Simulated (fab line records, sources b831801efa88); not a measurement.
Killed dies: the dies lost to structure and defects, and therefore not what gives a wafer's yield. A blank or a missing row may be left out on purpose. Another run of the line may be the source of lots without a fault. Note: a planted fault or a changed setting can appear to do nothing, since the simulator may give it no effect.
The tool behind it: which one? | flow sky130 | 11 lots with 33 wafers sampled at 3 steps, on a route of 708 steps

## WHAT THE GAUGES READ, wafer by wafer
SKY_FIELD_ISO_THK_MEAS_02.
lot  | measured    | on            | FIELD_ISO_OXIDATION_00_THK (nm)
L345 | day 1 21:38 | film metro-03 | 12.06 11.93 11.83
L352 | day 3 10:30 | film metro-04 | 11.82 11.84 11.61
L353 | day 3 13:38 | film metro-03 | 11.82 11.79 11.80
L354 | day 3 20:58 | film metro-03 | 11.53 11.48 11.48
L355 | day 3 23:54 | film metro-03 | 11.61 11.75 11.61
L356 | day 4 09:30 | film metro-01 | 12.14 12.12 12.30
L357 | day 4 14:54 | film metro-03 | 11.91 11.90 12.20
L358 | day 4 14:55 | film metro-01 | 12.03 12.01 12.00
L364 | day 5 20:38 | film metro-04 | 11.85 11.70 11.91
L365 | day 6 01:38 | film metro-03 | 12.03 12.14 12.14
L366 | day 6 07:29 | film metro-04 | 12.29 12.24 12.08

SKY_NWELL_RS_MEAS_29: uses a four-point probe to measure.
lot  | measured     | on            | NWELL_RS (ohm/sq)
L345 | day 5 21:10  | film metro-04 | 625.1 626.1 624.8
L352 | day 7 23:30  | film metro-04 | 622.7 622.4 624.3
L353 | day 8 01:10  | film metro-01 | 624.2 624.6 624.1
L354 | day 8 11:53  | film metro-01 | 607.2 606.3 607.1
L355 | day 8 12:52  | film metro-01 | 622.8 624.0 620.3
L356 | day 8 22:29  | film metro-02 | 625.5 627.8 624.9
L357 | day 9 02:42  | film metro-02 | 625.0 624.6 625.3
L358 | day 9 02:36  | film metro-01 | 605.9 604.5 604.2
L364 | day 10 12:48 | film metro-04 | 625.5 622.9 624.9
L365 | day 10 19:13 | film metro-04 | 625.2 624.9 624.3
L366 | day 11 03:44 | film metro-04 | 625.9 624.5 624.2

## EACH LOT AND THE TOOL THAT RAN IT (in order: tool; ch and the chambers of the sampled wafers; start)
lot  | SKY_NWELL_IMPLANT_13
L345 | implanter-04 ch 0, day 5 03:50
L352 | implanter-01 ch 0, day 7 02:39
L353 | implanter-02 ch 0, day 7 03:57
L354 | implanter-02 ch 0, day 7 14:38
L355 | implanter-04 ch 0, day 7 15:38
L356 | implanter-02 ch 0, day 8 01:24
L357 | implanter-02 ch 0, day 8 05:30
L358 | implanter-01 ch 0, day 8 04:56
L364 | implanter-02 ch 0, day 9 13:22
L365 | implanter-02 ch 0, day 9 19:31
L366 | implanter-04 ch 0, day 10 03:51
- SKY_NWELL_IMPLANT_13

## AS READ BY THE TOOLS THEMSELVES (means over the sampled wafers that have a number; for cases with no such wafer, the mark the record gives instead)
SKY_NWELL_IMPLANT_13.
lot  | tool         | beam energy keV | faraday current uA
L345 | implanter-04 | 50.024          | 3.93
L352 | implanter-01 | 50.001          | 3.97
L353 | implanter-02 | 50.003          | 3.95
L354 | implanter-02 | 49.992          | 3.90
L355 | implanter-04 | 50.006          | 4.00
L356 | implanter-02 | 50.016          | 3.87
L357 | implanter-02 | 49.996          | 3.97
L358 | implanter-01 | 50.008          | 3.95
L364 | implanter-02 | 50.004          | 4.00
L365 | implanter-02 | 49.973          | 3.92
L366 | implanter-04 | 50.005          | 3.91

## THE ANSWER, worked out from the rows above alone
Rule: the usual values come from the lots themselves. Put in order of their means at a reading, lots are off if they are a third of the lots or fewer, leave a main group of 4 or more, and stand apart from it by a gap of 3 or more times the standard deviation of the main group's means; of several such gaps the widest counts. A main group is skipped when, at the precision printed for the reading in the tables above, its means are all equal. Also off: a lot with no number at a reading for which 4 or more lots have one. Where the step has rows for the other lots, those lots are counted as sound. After the gauges, taken in route order, come the tools' own readings; for these a lot's mean is taken, as printed above. The first step at which some lot is off is used, and at that step the reading that is off furthest; a lot without a number counts as furthest.
Off: at SKY_NWELL_RS_MEAS_29 (NWELL_RS), L354, L358. The main group: mean 624.5 ohm/sq, standard deviation 1.1.
If a tool, at a process step before that reading, ran all the lots that are off and no sound lot after the first of them, it fits. Those tools and the gauges at SKY_NWELL_RS_MEAS_29 are tried in the same way. None of those tried fits.

## WHAT THE SIMULATOR HAD INSERTED
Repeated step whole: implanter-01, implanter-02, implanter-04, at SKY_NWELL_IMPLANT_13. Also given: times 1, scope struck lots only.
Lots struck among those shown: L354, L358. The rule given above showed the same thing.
